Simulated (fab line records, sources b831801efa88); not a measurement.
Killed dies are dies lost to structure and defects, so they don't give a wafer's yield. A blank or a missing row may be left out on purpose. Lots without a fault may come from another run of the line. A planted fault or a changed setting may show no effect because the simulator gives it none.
fab line records | flow sky130
record lots=12 wafers=36 last_day=50
route steps=708 shown SD_N@354 SD_P@359 LI_CONTACT@383
lots that met no fault: from a run of the same line without faults
start_h: hours from the record's first day to the start of the lot's first wafer shown | wait_h: hours since the lot's step before | " the same as in the row above | L1.1+2: a row that stands for several wafers | - no value, or no start given | * or withheld: withheld | < > ~ a bound
route shown NAME@n: a module of which the file shows steps, and the number in the route of the first | usual: mean/standard deviation of fault-free wafers | same: alike in all rows | chamber/n: place in a boat | sites: the reading at each site | _std_site: their standard deviation | _edge_site: outer sites' mean less inner sites' | radius_mm: how far each site lies from the wafer's centre | mask NAME#n: copy n | behind: the tool/chamber that last shaped the wafer | hold: why the lot was held/for how many hours/how that ended | device: the transistor (n, p or np) that didn't switch | end of line: the same wafers' tests at the end of the route | a step without rows: its recipe alone | killed: dies lost to structure and defects at the first sort, not the wafer's yield | map: a wafer's dies, x killed, . not, _ none there
set.NAME: the setting as run; set.NAME@STEP: as run at that earlier step | model.NAME: the simulator's own value behind a step, which no gauge read
steps of the route over a sample of lots; a table a step, a row a wafer
services: from which hour (start_h, from the record's first day; less than 0 if before it) a tool's chamber was out of use, for how many hours, and why
## steps
# step SKY_SD_N_TW_MEAS_12
# usual SD_N_TW=3966/34
# columns lot.wafer tool chamber start_h wait_h SD_N_TW
L770.2 film_metro-01 - 647.08 0.1 3987
L770.4 " - " " 3961
L770.5 " - " " 3951
L771.2 film_metro-01 - 663.98 0.1 3993
L771.4 " - " " 3999
L771.6 " - " " 3976
L774.1 film_metro-03 - 689.69 0.1 3953
L774.5 " - " " 3966
L774.6 " - " " 3964
L777.2 film_metro-01 - 718.12 0.1 4005
L777.5 " - " " 4013
L777.6 " - " " 3971
L779.1 film_metro-01 - 730.42 0.1 3966
L779.5 " - " " 3977
L779.6 " - " " 3963
L780.3 film_metro-03 - 739.48 0.1 3952
L780.4 " - " " 3954
L780.5 " - " " 3946
L784.3 film_metro-01 - 766.99 0.1 4010
L784.4 " - " " 4040
L784.5 " - " " 4000
L788.1 film_metro-01 - 798.41 0.1 3972
L788.4 " - " " 3973
L788.5 " - " " 4007
L789.1 film_metro-01 - 801.66 0.1 3959
L789.3 " - " " 3980
L789.6 " - " " 3967
L790.2 film_metro-01 - 804.65 0.1 3953
L790.3 " - " " 3988
L790.5 " - " " 3960
L791.4 film_metro-03 - 823.74 0.1 3883
L791.5 " - " " 3884
L791.6 " - " " 3913
L793.1 film_metro-01 - 842.36 0.1 4005
L793.4 " - " " 4016
L793.6 " - " " 3993
# step SKY_SD_N_RS_MEAS_16
# recipe thk_meas_gauge=four-point-probe
# usual SD_N_RS=68.60/0.11
# columns lot.wafer tool chamber start_h wait_h SD_N_RS[ohm/sq]
L770.2 film_metro-02 - 647.37 0.1 68.62
L770.4 " - " " 68.61
L770.5 " - " " 68.74
L771.2 film_metro-03 - 664.27 0.1 68.50
L771.4 " - " " 68.48
L771.6 " - " " 68.54
L774.1 film_metro-02 - 690.02 0.1 68.76
L774.5 " - " " 68.75
L774.6 " - " " 68.71
L777.2 film_metro-02 - 718.42 0.1 68.65
L777.5 " - " " 68.65
L777.6 " - " " 68.73
L779.1 film_metro-02 - 730.70 0.1 68.78
L779.5 " - " " 68.59
L779.6 " - " " 68.78
L780.3 film_metro-01 - 739.78 0.1 68.52
L780.4 " - " " 68.39
L780.5 " - " " 68.75
L784.3 film_metro-01 - 767.30 0.1 68.37
L784.4 " - " " 68.57
L784.5 " - " " 68.59
L788.1 film_metro-02 - 798.75 0.1 68.56
L788.4 " - " " 68.47
L788.5 " - " " 68.72
L789.1 film_metro-03 - 801.95 0.1 68.52
L789.3 " - " " 68.66
L789.6 " - " " 68.44
L790.2 film_metro-01 - 804.94 0.1 68.58
L790.3 " - " " 68.60
L790.5 " - " " 68.60
L791.4 film_metro-02 - 824.05 0.1 68.62
L791.5 " - " " 68.63
L791.6 " - " " 68.54
L793.1 film_metro-03 - 842.72 0.1 68.59
L793.4 " - " " 68.45
L793.6 " - " " 68.46
# step SKY_SD_N_RS_MEAS_17
# recipe thk_meas_gauge=four-point-probe
# usual SD_P_RS=147.2/0.38
# columns lot.wafer tool chamber start_h wait_h SD_P_RS[ohm/sq]
L770.2 film_metro-02 - 647.49 0.1 147.5
L770.4 " - " " 147.5
L770.5 " - " " 147.7
L771.2 film_metro-03 - 664.39 0.1 147.1
L771.4 " - " " 147.0
L771.6 " - " " 146.8
L774.1 film_metro-02 - 690.14 0.1 147.8
L774.5 " - " " 147.5
L774.6 " - " " 147.7
L777.2 film_metro-02 - 718.54 0.1 147.5
L777.5 " - " " 147.4
L777.6 " - " " 147.8
L779.1 film_metro-02 - 730.82 0.1 147.4
L779.5 " - " " 147.3
L779.6 " - " " 147.3
L780.3 film_metro-01 - 739.90 0.1 146.8
L780.4 " - " " 146.8
L780.5 " - " " 147.1
L784.3 film_metro-01 - 767.42 0.1 147.1
L784.4 " - " " 146.6
L784.5 " - " " 147.6
L788.1 film_metro-02 - 798.87 0.1 146.8
L788.4 " - " " 147.2
L788.5 " - " " 146.8
L789.1 film_metro-03 - 802.07 0.1 147.5
L789.3 " - " " 147.1
L789.6 " - " " 147.4
L790.2 film_metro-01 - 805.06 0.1 147.4
L790.3 " - " " 147.1
L790.5 " - " " 147.5
L791.4 film_metro-02 - 824.17 0.1 147.0
L791.5 " - " " 147.3
L791.6 " - " " 146.8
L793.1 film_metro-03 - 842.84 0.1 146.5
L793.4 " - " " 147.1
L793.6 " - " " 146.6
# step SKY_LI_CONTACT_CVD_21
# recipe material=W target_thk_nm=400 time_s=120.56 temp_c=400 pressure_torr=40
# usual heater_power_w=797/30
# columns lot.wafer tool chamber start_h wait_h heater_power_w since_wet_clean_h
L770.2 cvd_w-01 0 677.27 0.0 746 773
L770.4 " 0 " " 763 -
L770.5 " 1 " " 827 -
L771.2 cvd_w-01 0 694.34 0.0 767 790
L771.4 " 0 " " 755 -
L771.6 " 0 " " 755 -
L774.1 cvd_w-02 0 719.87 0.0 814 316
L774.5 " 0 " " 827 -
L774.6 " 1 " " 807 -
L777.2 cvd_w-01 1 748.27 0.0 799 844
L777.5 " 1 " " 791 -
L777.6 " 0 " " 748 -
L779.1 cvd_w-01 0 759.20 0.0 766 855
L779.5 " 1 " " 802 -
L779.6 " 0 " " 761 -
L780.3 cvd_w-01 1 768.13 0.1 809 -
L780.4 " 0 " " 771 -
L780.5 " 0 " " 751 -
L784.3 cvd_w-02 0 795.63 0.1 823 -
L784.4 " 1 " " 811 -
L784.5 " 1 " " 817 -
L788.1 cvd_w-02 0 826.87 0.0 818 423
L788.4 " 0 " " 834 -
L788.5 " 0 " " 839 -
L789.1 cvd_w-01 0 830.02 0.0 761 926
L789.3 " 1 " " 805 -
L789.6 " 0 " " 741 -
L790.2 cvd_w-01 1 832.64 0.0 816 929
L790.3 " 1 " " 824 -
L790.5 " 0 " " 755 -
L791.4 cvd_w-01 1 852.01 0.1 807 -
L791.5 " 1 " " 810 -
L791.6 " 0 " " 753 -
L793.1 cvd_w-02 1 870.29 0.0 817 466
L793.4 " 1 " " 806 -
L793.6 " 1 " " 807 -
# step SKY_LI_CONTACT_RS_MEAS_22
# recipe thk_meas_gauge=four-point-probe reads=W_of_LI_CONTACT_CVD_21+TiN_of_LI_CONTACT_SPUTTER_20+Ti_of_LI_CONTACT_SPUTTER_19
# usual LI_CONTACT_W_RS=0.2841/0.0022
# columns lot.wafer tool chamber start_h wait_h LI_CONTACT_W_RS[ohm/sq]
L770.2 film_metro-03 - 677.41 0.1 0.2828
L770.4 " - " " 0.2831
L770.5 " - " " 0.2860
L771.2 film_metro-02 - 694.48 0.1 0.2817
L771.4 " - " " 0.2858
L771.6 " - " " 0.2853
L774.1 film_metro-01 - 719.99 0.1 0.2805
L774.5 " - " " 0.2837
L774.6 " - " " 0.2828
L777.2 film_metro-02 - 748.42 0.1 0.2280
L777.5 " - " " 0.2292
L777.6 " - " " 0.2276
L779.1 film_metro-01 - 759.32 0.1 0.2268
L779.5 " - " " 0.2257
L779.6 " - " " 0.2271
L780.3 film_metro-01 - 768.25 0.1 0.2271
L780.4 " - " " 0.2271
L780.5 " - " " 0.2268
L784.3 film_metro-01 - 795.75 0.1 0.2851
L784.4 " - " " 0.2800
L784.5 " - " " 0.2823
L788.1 film_metro-02 - 827.00 0.1 0.2819
L788.4 " - " " 0.2822
L788.5 " - " " 0.2823
L789.1 film_metro-03 - 830.15 0.1 0.2844
L789.3 " - " " 0.2866
L789.6 " - " " 0.2815
L790.2 film_metro-01 - 832.78 0.1 0.2854
L790.3 " - " " 0.2847
L790.5 " - " " 0.2846
L791.4 film_metro-01 - 852.16 0.1 0.2876
L791.5 " - " " 0.2876
L791.6 " - " " 0.2864
L793.1 film_metro-01 - 870.41 0.1 0.2835
L793.4 " - " " 0.2810
L793.6 " - " " 0.2850
# step SKY_LI_CONTACT_THK_MEAS_23
# recipe thk_meas_gauge=xrf reads=W_of_LI_CONTACT_CVD_21
# usual LI_CONTACT_W_THK=385/5.6
# columns lot.wafer tool chamber start_h wait_h LI_CONTACT_W_THK[nm]
L770.2 film_metro-03 - 677.52 0.1 387
L770.4 " - " " 384
L770.5 " - " " 381
L771.2 film_metro-02 - 694.59 0.1 391
L771.4 " - " " 382
L771.6 " - " " 385
L774.1 film_metro-01 - 720.11 0.1 393
L774.5 " - " " 388
L774.6 " - " " 392
L777.2 film_metro-02 - 748.53 0.1 466
L777.5 " - " " 466
L777.6 " - " " 469
L779.1 film_metro-01 - 759.44 0.1 487
L779.5 " - " " 489
L779.6 " - " " 483
L780.3 film_metro-01 - 768.35 0.1 481
L780.4 " - " " 479
L780.5 " - " " 481
L784.3 film_metro-01 - 795.85 0.1 391
L784.4 " - " " 395
L784.5 " - " " 391
L788.1 film_metro-02 - 827.12 0.1 385
L788.4 " - " " 386
L788.5 " - " " 385
L789.1 film_metro-03 - 830.27 0.1 385
L789.3 " - " " 381
L789.6 " - " " 391
L790.2 film_metro-01 - 832.89 0.1 386
L790.3 " - " " 389
L790.5 " - " " 386
L791.4 film_metro-01 - 852.25 0.1 381
L791.5 " - " " 384
L791.6 " - " " 384
L793.1 film_metro-01 - 870.53 0.1 390
L793.4 " - " " 394
L793.6 " - " " 389
# step SKY_LI_CONTACT_CMP_24
# recipe stop_on=PSG t_overpolish_s=20 down_force_psi=3.5 platen_rpm=60 target_thk_nm=0 pad_velocity_m_s=0.94248
# usual motor_current_A=10.9/1.3 time_to_endpoint_s=96/3.2
# columns lot.wafer tool chamber start_h wait_h motor_current_A time_to_endpoint_s
L770.2 cmp-02 0 677.62 0.1 9.9 99
L770.4 " 1 " " 8.6 96
L770.5 " 3 " " 11.0 96
L771.2 cmp-02 3 694.64 0.0 11.9 92
L771.4 " 1 " " 8.4 92
L771.6 " 3 " " 11.5 96
L774.1 cmp-01 2 720.22 0.1 13.0 96
L774.6 " 1 " " 11.3 97
L774.5 " 2 " " 13.1 94
L777.2 cmp-02 1 749.03 0.5 8.2 124
L777.5 " 2 " " 12.1 121
L777.6 " 3 " " 10.9 119
L779.1 cmp-02 2 759.55 0.1 11.4 117
L779.5 " 1 " " 8.7 123
L779.6 " 2 " " 11.3 121
L780.4 cmp-01 0 768.49 0.1 11.1 122
L780.3 " 1 " " 10.5 126
L780.5 " 2 " " 12.4 124
L784.3 cmp-02 0 795.94 0.1 10.5 96
L784.4 " 2 " " 11.9 97
L784.5 " 0 " " 10.8 97
L788.4 cmp-02 2 827.18 0.0 11.8 94
L788.1 " 1 " " 8.6 92
L788.5 " 2 " " 11.5 92
L789.1 cmp-02 3 830.33 0.1 10.8 91
L789.3 " 2 " " 11.9 93
L789.6 " 3 " " 11.1 93
L790.2 cmp-01 0 832.99 0.1 11.2 98
L790.3 " 1 " " 10.8 101
L790.5 " 3 " " 9.8 98
L791.4 cmp-02 3 852.33 0.1 10.9 98
L791.5 " 2 " " 12.5 98
L791.6 " 3 " " 11.4 96
L793.1 cmp-01 0 870.75 0.2 11.6 95
L793.4 " 1 " " 11.2 97
L793.6 " 0 " " 11.0 95
## services
# columns tool chamber start_h hours kind
cvd_w-01 - 718.92 2.8 pm
cmp-02 - 721.41 14.2 pm
cmp-01 - 735.61 7.7 pm
cvd_w-02 - 735.80 0.9 repair
cmp-01 - 746.08 4.0 pm
cmp-01 - 750.08 - consumable_replace:conditioner
cmp-01 - 750.08 - consumable_replace:pad
cvd_w-02 - 759.47 6.9 pm
cmp-02 - 811.74 2.0 repair
cmp-01 - 816.59 2.8 repair
cmp-02 - 868.57 4.8 pm
## key
first_sign step=SKY_LI_CONTACT_RS_MEAS_22 reading=LI_CONTACT_W_RS direction=down sigmas=26 usual=0.2841 struck=0.2273
effect step=SKY_LI_CONTACT_THK_MEAS_23 reading=LI_CONTACT_W_THK direction=up sigmas=16 usual=385 struck=478
effect step=SKY_LI_CONTACT_CMP_24 reading=time_to_endpoint_s direction=up sigmas=7.9 usual=* struck=*
met_at SKY_LI_CONTACT_CVD_21
struck_lots L777,L779,L780
tester_left_out L777,L779,L780
not_acting_at SKY_SD_N_TW_MEAS_12,SKY_SD_N_RS_MEAS_16,SKY_SD_N_RS_MEAS_17
onset_between 694.34 748.27
fault kind=process_parameter_drift tool=cvd_w-01 chamber=- onset_h=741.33 steps=SKY_LI_CONTACT_CVD_21 channel=target_thk_nm offset=101.45 shape=step end_h=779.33 acts_in=these_recipes_only stated=400
# tester_left_out: of these lots the tester's yield and bins aren't shown, on N5 and GAA mostly nor the transistor test; their killed dies are dies lost to structure and defects alone, not to doping, threshold or leakage, so they don't give the yield
